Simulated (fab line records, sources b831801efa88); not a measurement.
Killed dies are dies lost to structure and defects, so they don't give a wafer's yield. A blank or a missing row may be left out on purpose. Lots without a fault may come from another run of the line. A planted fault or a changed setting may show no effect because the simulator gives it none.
A struck lot beside a sound one | flow sky130 | 15 steps out of a route of 708
Sound: wafers L330.1, L330.5, L330.6. Struck: wafers L349.1, L349.4, L349.5. The cause comes at the end.
At each step with rows: each side's tool, then ch and its chambers, then its first start. Under that, the readings that differ: sound wafers | struck wafers | difference of the means | sigmas: that difference in standard deviations of wafers without a fault.
alike: readings whose means differ by less than 2 such deviations, and words and numbers that are the same on both sides. not compared: withheld readings, readings that some wafer has no value for, bounds like >300 that may hide the same value, and numbers for which the record gives no deviation and whose values overlap.
The two part at a step that has a row with sigmas, a row that says differs or no value, or rows on one side only. Numbers that don't overlap but have no deviation are shown without sigmas and don't part them. A reading that every wafer of one side lacks parts them only if that side has two wafers or more.

first, 2 steps without rows for these wafers: SKY_GATE_OXIDE_IMPLANT_11; SKY_GATE_OXIDE_WET_ETCH_12 (etches SiO2 in dHF, target depth 16.8 nm, time 336 s).
SKY_GATE_OXIDE_STRIP_13: strips in O2/N2.
  sound on plasma_asher-01 ch 0,1, day 14 17:59; struck on plasma_asher-01 ch 0, day 21 12:58
  reading                     | sound       | struck      | difference | sigmas
  drypump_motor_current_A (A) | 6.6 6.6 5.4 | 5.4 5.4 5.4 | -0.8       | -2
  alike: oes_product_au, strip_time_to_endpoint_s
  not compared: rf_hours_counter_h
SKY_GATE_OXIDE_TW_MEAS_14:
  sound on film_metro-03, day 14 18:05; struck on film_metro-04, day 21 13:04
  alike: GATE_OXIDE_TW
then, 3 steps without rows for these wafers: SKY_GATE_OXIDE_CLEAN_15 (cleans in SC1/SC2, time 150 s); SKY_GATE_OXIDE_OXIDATION_16 (stabilise 600 s, purge 300 s, target thk 3.57 nm); SKY_POLY_GATE_CVD_00 (deposits poly-Si, target thk 180 nm, time 720 s).
SKY_POLY_GATE_THK_MEAS_01:
  sound on film_metro-01, day 14 22:17; struck on film_metro-02, day 21 16:31
  reading                   | sound             | struck            | difference | sigmas
  POLY_GATE_CVD_00_THK (nm) | 178.4 176.6 177.5 | 182.3 180.5 181.7 | +4.0       | +2
then, 4 steps without rows for these wafers: SKY_RES_PROTECT_DEHYDRATE_00 (time 60 s); SKY_RES_PROTECT_HMDS_01 (prime time 60 s); SKY_RES_PROTECT_COAT_02 (resist thk 1140 nm); SKY_RES_PROTECT_SOFTBAKE_03 (time 60 s).
SKY_RES_PROTECT_EXPOSE_04: exposes mask RPM, target cd 1270 nm.
  sound on iline_stepper-01 ch 0, day 15 12:37; struck on iline_stepper-01 ch 0, day 22 07:35
  reading              | sound                | struck               | difference | sigmas
  exposure_dose_mJ_cm2 | 130.66 130.94 131.09 | 127.38 127.31 127.39 | -3.54      | -27
  alike: mask, focus_offset_nm, reticle_temp_C
then, 1 step without rows for these wafers: SKY_RES_PROTECT_PEB_05.
-- the record jumps here: 28 days lie between the struck wafers' starts before and after (it left off in module RES_PROTECT and takes up again in module PAD_OPEN, whose first step shown is number 708 of the route) --
SKY_PAD_OPEN_PROBE_99:
  sound on prober-01, day 46 10:58; struck on prober-02, day 50 15:53
  alike: killed_at_M0_to_M3, killed_at_M4_up, killed_at_contacts, killed_at_front_end, killed_at_other, killed_dies, killed_open, killed_short

WHERE THEY PART
First at SKY_GATE_OXIDE_STRIP_13; last, within this record, at SKY_RES_PROTECT_EXPOSE_04. Later steps at which nothing parts them and some readings are alike: SKY_PAD_OPEN_PROBE_99.

WHY: what the simulator had put in
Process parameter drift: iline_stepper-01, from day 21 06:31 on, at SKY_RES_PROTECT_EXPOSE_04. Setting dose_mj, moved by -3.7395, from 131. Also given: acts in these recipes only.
